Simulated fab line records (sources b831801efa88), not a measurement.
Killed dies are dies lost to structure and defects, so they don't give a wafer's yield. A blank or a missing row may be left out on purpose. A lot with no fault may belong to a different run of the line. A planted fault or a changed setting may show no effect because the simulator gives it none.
fab line records	flow sfq_line
record lots=6	wafers=18	last_day=84
route steps=325 shown JJ@181 M5@198
lots with no fault: from the same line, run without faults
start_h: the number of hours between the record's first day and the start of the first shown wafer of the lot	wait_h: time in hours since the lot's previous step	" identical to the entry in the row above	L1.1+2: several wafers, shown together as one row	- either no value or no given start	* or withheld: withheld	< > ~ a bound
route shown NAME@n: NAME is a module with steps in the file, n the number in the route of the first one	usual: mean and standard deviation over wafers with no fault	same: alike in all rows	chamber/n: place in a boat	sites: the reading at each site	_std_site: their standard deviation	_edge_site: the outer-site mean with the inner-site mean subtracted	radius_mm: for every site, how far away it sits from the centre of the wafer	mask NAME#n: copy n	behind: the last tool/chamber to shape the wafer	hold: cause of the lot's hold/its duration in hours/its outcome	device: which transistor (n, p or np) failed to switch	end of line: at the end of the route, the tests of the same wafers	where a step has no rows: the recipe by itself	killed: count of dies lost to structure and defects at first sort (not the wafer's yield)	map: a wafer's dies, marking killed ones x, the rest . and places with no die _
set.NAME: the setting that was run; set.NAME@STEP: the one run at that earlier step	model.NAME: the simulator's own value behind a step, which no gauge read
certain route steps with their lots: each step a table, each wafer a row
services: the hour from which a tool's chamber was out of use, counted from the record's first day as start_h (under 0 if before that day), plus the number of hours and why
## steps
# step SFQ_TRILAYER_JJ_TRILAYER_DEP_AL_OXIDATION_111
# recipe pressure_mbar=0.014667	oxidation_time_s=600	temperature_k=293
# step SFQ_TRILAYER_JJ_TRILAYER_DEP_SPUTTER_112
# recipe material=Nb	base_pressure_pa=1.33e-06	chamber_pressure_pa=0.1333	substrate_temp_c=20	target_thk_nm=170	power_w=2000	time_s=113.3
# usual cathode_dc_power_W=2000.0/0.38	throttle_valve_pct=30.0/1.2
lot.wafer	tool	chamber	start_h	wait_h	cathode_dc_power_W	throttle_valve_pct
L993.1	pvd_sputter-03	-	1191.43	0.5	1999.8	30.7
L993.5	"	-	"	"	1999.7	31.1
L993.6	"	-	"	"	2000.2	29.7
L103.1	pvd_sputter-05	-	1277.44	0.5	2000.8	28.7
L103.2	"	-	"	"	1999.6	30.6
L103.4	"	-	"	"	1999.9	30.7
L108.1	pvd_sputter-06	-	1293.46	0.5	1999.7	27.4
L108.2	"	-	"	"	2000.4	30.7
L108.5	"	-	"	"	1999.7	30.6
L109.1	pvd_sputter-06	-	1301.41	0.5	1999.6	30.7
L109.3	"	-	"	"	1999.5	27.9
L109.6	"	-	"	"	1999.4	30.8
L111.3	pvd_sputter-06	-	1307.99	0.5	2000.0	27.3
L111.4	"	-	"	"	1999.9	28.8
L111.5	"	-	"	"	1999.9	30.8
L113.4	pvd_sputter-05	-	1320.98	0.5	2000.1	28.4
L113.5	"	-	"	"	2000.4	30.7
L113.6	"	-	"	"	2000.3	28.6
# step SFQ_JJ_RS_MEAS_929
# recipe thk_meas_gauge=four-point-probe	reads=Nb_of_TRILAYER_JJ_TRILAYER_DEP_SPUTTER_112
# usual JJ_NB_RS=1.046/0.0097
lot.wafer	tool	chamber	start_h	wait_h	JJ_NB_RS[ohm/sq]
L993.1	film_metro-03	-	1191.51	0.0	1.037
L993.5	"	-	"	"	1.042
L993.6	"	-	"	"	1.049
L103.1	film_metro-02	-	1277.52	0.0	1.035
L103.2	"	-	"	"	1.049
L103.4	"	-	"	"	1.041
L108.1	film_metro-03	-	1293.54	0.0	1.050
L108.2	"	-	"	"	1.037
L108.5	"	-	"	"	1.043
L109.1	film_metro-02	-	1301.49	0.0	1.047
L109.3	"	-	"	"	1.058
L109.6	"	-	"	"	1.043
L111.3	film_metro-03	-	1308.11	0.1	1.028
L111.4	"	-	"	"	1.040
L111.5	"	-	"	"	1.042
L113.4	film_metro-02	-	1321.12	0.1	1.041
L113.5	"	-	"	"	1.040
L113.6	"	-	"	"	1.039
# step SFQ_TRILAYER_JJ_CE_LITHO_COAT_119
# recipe resist=BARC	spin_rpm=2968	resist_thk_nm=62
# step SFQ_TRILAYER_JJ_CE_LITHO_COAT_114
# recipe resist=KrF	spin_rpm=3000	resist_thk_nm=600
# step SFQ_TRILAYER_JJ_CE_LITHO_SOFTBAKE_118
# recipe temp_c=withheld	time_s=withheld	resist=KrF
# step SFQ_TRILAYER_JJ_CE_LITHO_EXPOSE_115
# recipe mask_id=J5	na=0.6	source_shape=conventional	sigma_outer=0.65	target_cd_nm=700	dose_mj=14.4
# step SFQ_TRILAYER_JJ_CE_LITHO_PEB_117
# recipe peb_temp_c=115	peb_time_s=60	resist=KrF
# step SFQ_TRILAYER_JJ_CE_LITHO_DEVELOP_116
# recipe time_s=60	resist=KrF
# step SFQ_JJ_OVL_MEAS_931
# usual J5_OVL=-2/4.8
lot.wafer	tool	chamber	start_h	wait_h	J5_OVL[nm]
L993.1	overlay-01	-	1196.21	0.1	3
L993.5	"	-	"	"	-3
L993.6	"	-	"	"	3
L103.1	overlay-01	-	1283.57	0.1	-5
L103.2	"	-	"	"	1
L103.4	"	-	"	"	0
L108.1	overlay-02	-	1295.97	0.1	-11
L108.2	"	-	"	"	-6
L108.5	"	-	"	"	-3
L109.1	overlay-02	-	1304.70	0.1	5
L109.3	"	-	"	"	-3
L109.6	"	-	"	"	-3
L111.3	overlay-01	-	1319.50	0.1	-1
L111.4	"	-	"	"	-1
L111.5	"	-	"	"	5
L113.4	overlay-02	-	1331.51	0.1	-8
L113.5	"	-	"	"	-8
L113.6	"	-	"	"	-5
# step SFQ_TRILAYER_JJ_CE_METRO_MEASURE_117
# usual cd_nm=700.3/1.5
lot.wafer	tool	chamber	start_h	wait_h	cd_nm
L993.1	cd_sem-02	-	1196.25	0.0	703.5
L993.5	"	-	"	"	702.5
L993.6	"	-	"	"	702.4
L103.1	cd_sem-02	-	1283.61	0.0	699.1
L103.2	"	-	"	"	699.4
L103.4	"	-	"	"	699.1
L108.1	cd_sem-01	-	1296.01	0.0	701.1
L108.2	"	-	"	"	702.4
L108.5	"	-	"	"	699.7
L109.1	cd_sem-02	-	1304.74	0.0	700.6
L109.3	"	-	"	"	700.0
L109.6	"	-	"	"	700.4
L111.3	cd_sem-01	-	1319.93	0.4	701.5
L111.4	"	-	"	"	702.1
L111.5	"	-	"	"	702.0
L113.4	cd_sem-01	-	1332.13	0.6	700.9
L113.5	"	-	"	"	700.8
L113.6	"	-	"	"	702.3
# step SFQ_TRILAYER_JJ_CE_BARC_OPEN_RIE_150
# recipe mask_material=PR	chemistry=O2	target_depth_nm=240	target=BARC	icp_w=600	bias_w=80	pressure_mtorr=10	time_s=80
# usual bias_w=79.98/0.23	chamber_pressure_mTorr=10.001/0.0094	drypump_motor_current_A=5.7/0.45	oes_product_au=0.538/0.0049
lot.wafer	tool	chamber	start_h	wait_h	bias_w	chamber_pressure_mTorr	drypump_motor_current_A	oes_product_au	rf_hours_counter_h
L993.1	rie_metal-02	1	1197.45	1.0	80.28	10.007	5.5	0.546	119
L993.5	"	0	"	"	80.26	10.011	6.7	0.539	-
L993.6	"	1	"	"	80.59	9.977	5.4	0.543	-
L103.1	rie_metal-02	1	1284.81	1.0	79.63	9.994	5.4	0.548	132
L103.2	"	1	"	"	79.79	9.998	5.4	0.536	-
L103.4	"	1	"	"	79.98	10.007	5.4	0.545	-
L108.1	rie_metal-02	1	1297.21	1.0	-	-	-	-	-
L108.2	"	1	"	"	-	-	-	-	-
L108.5	"	1	"	"	-	-	-	-	-
L109.1	rie_metal-04	1	1305.94	1.0	-	-	-	-	-
L109.3	"	0	"	"	-	-	-	-	-
L109.6	"	0	"	"	-	-	-	-	-
L111.3	rie_metal-03	1	1320.76	0.6	79.94	10.019	5.9	0.540	-
L111.4	"	0	"	"	80.41	9.988	5.1	0.534	-
L111.5	"	0	"	"	80.06	9.999	5.2	0.537	-
L113.4	rie_metal-03	1	1332.76	0.4	79.99	9.992	6.0	0.529	-
L113.5	"	0	"	"	79.79	9.998	5.1	0.537	-
L113.6	"	1	"	"	79.59	10.004	5.9	0.534	-
# step SFQ_TRILAYER_JJ_CE_ETCH_RIE_118
# recipe target=Nb	stop_on=Al2O3	mask_material=PR	taper_deg=13.257	over_etch_frac=0.15	time_s=97.7	chemistry=SF6	target_depth_nm=170	icp_w=600	bias_w=80	pressure_mtorr=10
# usual bias_w=80.04/0.25	chamber_pressure_mTorr=10.000/0.01	drypump_motor_current_A=5.7/0.44	oes_product_au=0.988/0.0067
lot.wafer	tool	chamber	start_h	wait_h	bias_w	chamber_pressure_mTorr	drypump_motor_current_A	oes_product_au	rf_hours_counter_h
L993.1	rie_metal-02	1	1197.54	0.1	79.75	9.997	5.4	0.993	119
L993.5	"	0	"	"	79.99	9.994	6.7	0.979	-
L993.6	"	1	"	"	80.17	10.009	5.4	0.989	-
L103.1	rie_metal-02	1	1284.99	0.2	80.34	9.997	5.4	0.992	132
L103.2	"	1	"	"	80.12	9.997	5.4	0.993	-
L103.4	"	1	"	"	80.59	9.995	5.4	0.988	-
L108.1	rie_metal-02	1	1297.39	0.2	79.68	10.003	5.4	0.374	136
L108.2	"	1	"	"	80.19	10.006	5.4	0.376	-
L108.5	"	1	"	"	79.52	9.992	5.4	0.373	-
L109.1	rie_metal-04	1	1306.03	0.1	80.13	9.993	5.5	0.367	96
L109.3	"	0	"	"	80.21	9.981	5.8	0.370	-
L109.6	"	0	"	"	80.24	10.004	5.8	0.378	-
L111.3	rie_metal-03	1	1320.86	0.1	80.21	9.990	5.9	0.981	-
L111.4	"	0	"	"	80.22	10.011	5.2	0.992	-
L111.5	"	0	"	"	79.71	10.006	5.2	0.992	-
L113.4	rie_metal-03	1	1332.86	0.1	79.94	9.996	6.0	0.982	-
L113.5	"	0	"	"	79.48	10.004	5.2	1.002	-
L113.6	"	1	"	"	79.97	9.999	6.0	0.985	-
# step SFQ_TRILAYER_JJ_ANODIZE_ANODIZE_119
# recipe current_density_ma_cm2=withheld	end_current_density_ma_cm2=withheld	bath_temp_c=withheld
# step SFQ_TRILAYER_JJ_CE_STRIP_STRIP_120
# recipe gas=O2	power_w=200	platen_temp_c=40	overash_fraction=0.65	chemistry=O2	pressure_mtorr=50
# usual drypump_motor_current_A=5.7/0.42	oes_product_au=0.998/0.0092
lot.wafer	tool	chamber	start_h	wait_h	drypump_motor_current_A	oes_product_au	rf_hours_counter_h
L993.1	rie_metal-04	1	1198.19	0.0	5.5	0.996	78
L993.5	"	0	"	"	5.8	0.989	-
L993.6	"	1	"	"	5.5	0.995	-
L103.1	rie_metal-04	1	1285.71	0.0	5.5	0.995	91
L103.2	"	0	"	"	5.8	0.997	115
L103.4	"	0	"	"	5.8	1.001	-
L108.1	rie_metal-02	1	1298.10	0.0	5.4	1.009	136
L108.2	"	1	"	"	5.4	1.014	-
L108.5	"	1	"	"	5.4	1.008	-
L109.1	rie_metal-03	1	1306.64	0.0	5.9	0.995	33
L109.3	"	0	"	"	5.2	0.999	-
L109.6	"	0	"	"	5.2	1.006	-
L111.3	rie_metal-03	0	1321.63	0.2	5.1	1.019	-
L111.4	"	1	"	"	6.0	0.992	-
L111.5	"	1	"	"	6.0	0.997	-
L113.4	rie_metal-02	0	1333.63	0.2	6.7	1.002	-
L113.5	"	0	"	"	6.7	1.005	-
L113.6	"	1	"	"	5.4	0.987	-
# step SFQ_TRILAYER_JJ_CE_STRIP_SOLV_CLEAN_121
# recipe chemistry=NMP	temp_c=70	time_s=600
# step SFQ_TRILAYER_M5_LITHO_COAT_128
# recipe resist=BARC	spin_rpm=3000	resist_thk_nm=62
# step SFQ_TRILAYER_M5_LITHO_COAT_123
# recipe resist=KrF	spin_rpm=3000	resist_thk_nm=600
# step SFQ_TRILAYER_M5_LITHO_SOFTBAKE_127
# recipe temp_c=withheld	time_s=withheld	resist=KrF
# step SFQ_TRILAYER_M5_LITHO_EXPOSE_124
# recipe mask_id=M5	na=0.6	source_shape=conventional	sigma_outer=0.65	target_cd_nm=700	dose_mj=14.4
# usual exposure_dose_mJ_cm2=14.395/0.014	focus_offset_nm=-0.2/0.52	sigma_outer=0.65/0
lot.wafer	tool	chamber	start_h	wait_h	mask	exposure_dose_mJ_cm2	focus_offset_nm	sigma_outer
L993.1	krf_scanner-01	0	1203.24	-	M5#0	14.423	0.2	0.65
L993.5	"	0	"	"	M5#0	14.393	0.1	0.65
L993.6	"	0	"	"	M5#0	14.378	-0.3	0.65
L103.1	krf_scanner-01	0	1405.39	-	M5#0	14.401	0.3	0.65
L103.2	"	0	"	"	M5#0	14.410	0.2	0.65
L103.4	"	0	"	"	M5#0	14.407	0.2	0.65
L108.1	krf_scanner-01	-	1417.39	-	M5#0	-	-	-
L108.2	"	-	"	"	M5#0	-	-	-
L108.5	"	-	"	"	M5#0	-	-	-
L109.1	krf_scanner-01	-	1422.19	-	M5#0	-	-	-
L109.3	"	-	"	"	M5#0	-	-	-
L109.6	"	-	"	"	M5#0	-	-	-
L111.3	krf_scanner-01	0	1433.39	-	M5#0	14.389	-0.1	0.65
L111.4	"	0	"	"	M5#0	14.397	-0.1	0.65
L111.5	"	0	"	"	M5#0	14.384	-0.3	0.65
L113.4	krf_scanner-02	0	1443.32	-	M5#0	14.391	-0.7	0.65
L113.5	"	0	"	"	M5#0	14.373	0.2	0.65
L113.6	"	0	"	"	M5#0	14.388	0.2	0.65
# step SFQ_TRILAYER_M5_LITHO_PEB_126
# recipe peb_temp_c=115	peb_time_s=60	resist=KrF
## services
tool	chamber	start_h	hours	kind
pvd_sputter-06	-	1174.37	2.2	repair
krf_scanner-01	-	1174.72	11.6	pm
cd_sem-01	-	1175.90	0.5	pm
rie_metal-03	-	1186.53	2.8	pm
krf_scanner-01	-	1187.20	0.5	repair
krf_scanner-01	-	1191.31	1.0	pm
rie_metal-04	-	1200.38	0.2	repair
cd_sem-01	-	1213.23	1.3	pm
krf_scanner-01	-	1223.68	1.3	pm
cd_sem-02	-	1223.84	0.3	pm
rie_metal-03	-	1249.23	1.4	pm
krf_scanner-01	-	1271.78	0.8	pm
rie_metal-03	0	1285.36	17.0	repair
rie_metal-03	1	1295.89	2.4	repair
krf_scanner-01	-	1312.00	2.4	repair
rie_metal-03	-	1315.40	0.2	repair
rie_metal-04	-	1351.83	2.8	pm
rie_metal-02	-	1353.59	0.8	repair
krf_scanner-01	-	1359.99	4.4	pm
krf_scanner-01	-	1364.37	1.0	pm
krf_scanner-01	-	1378.02	11.8	repair
krf_scanner-01	-	1396.06	0.2	repair
krf_scanner-01	-	1399.58	1.3	pm
krf_scanner-01	-	1440.19	0.8	pm
## key
first_sign step=SFQ_TRILAYER_JJ_CE_BARC_OPEN_RIE_150	reading=tool_record	direction=missing
effect step=SFQ_TRILAYER_JJ_CE_ETCH_RIE_118	reading=oes_product_au	direction=down	sigmas=92	usual=0.988	struck=0.373
effect step=SFQ_TRILAYER_M5_LITHO_EXPOSE_124	reading=tool_record	direction=missing
met_at SFQ_TRILAYER_JJ_CE_BARC_OPEN_RIE_150
struck_wafers L108.1,L108.2,L108.5,L109.1,L109.3,L109.6
onset_between 1284.81 1297.21
fault kind=skipped_step_whole	tool=rie_metal-02,rie_metal-04	chamber=-	onset_h=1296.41	steps=SFQ_TRILAYER_JJ_CE_BARC_OPEN_RIE_150	scope=struck_lots_only
